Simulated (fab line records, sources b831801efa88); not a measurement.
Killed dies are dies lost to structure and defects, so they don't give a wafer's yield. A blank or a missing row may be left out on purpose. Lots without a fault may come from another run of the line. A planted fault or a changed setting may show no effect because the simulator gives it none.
Which tool did it? | flow gf180mcu | 6 lots, 18 wafers sampled, at 2 steps of a route of 602

WHAT THE GAUGES READ, wafer by wafer
GF_M4_CD_MEAS_14: target cd 280 nm.
lot  | measured     | on        | cd_nm (nm)
L973 | day 23 23:14 | cd_sem-01 | 279.8 279.7 280.0
L977 | day 25 06:32 | cd_sem-01 | 281.8 281.8 282.0
L979 | day 25 17:40 | cd_sem-02 | 279.0 278.8 279.4
L982 | day 27 00:46 | cd_sem-01 | 282.1 279.8 280.9
L990 | day 29 09:14 | cd_sem-02 | 279.3 278.5 278.9
L995 | day 30 12:55 | cd_sem-02 | 277.8 277.0 278.8

WHICH TOOL RAN EACH LOT (tool, then ch and the chambers of the sampled wafers, then the start)
lot  | GF_V3_SPUTTER_21
L973 | pvd_sputter-03, day 23 00:22
L977 | pvd_sputter-01, day 24 07:29
L979 | pvd_sputter-02, day 24 19:14
L982 | pvd_sputter-02, day 26 02:58
L990 | pvd_sputter-03, day 28 12:22
L995 | pvd_sputter-01, day 29 17:32
- GF_V3_SPUTTER_21: material Ti, target thk 15 nm, time 80.02 s.

THE ANSWER, worked out from the rows above alone
Rule: what is usual is taken from the lots themselves. Put in order of their means at a reading, lots are off if they are a third of the lots or fewer, leave a main group of 4 or more, and stand apart from it by a gap of 3 or more times the standard deviation of the main group's means; of several such gaps the widest counts. A main group whose means are all the same, to the digits that the tables above print for the reading, isn't used. A lot without any number at a reading at which 4 lots or more have one is off too. The other lots that the step has rows for count as sound.
No lot is off at any reading shown: from this, nothing can be told.

WHAT THE SIMULATOR HAD PUT IN
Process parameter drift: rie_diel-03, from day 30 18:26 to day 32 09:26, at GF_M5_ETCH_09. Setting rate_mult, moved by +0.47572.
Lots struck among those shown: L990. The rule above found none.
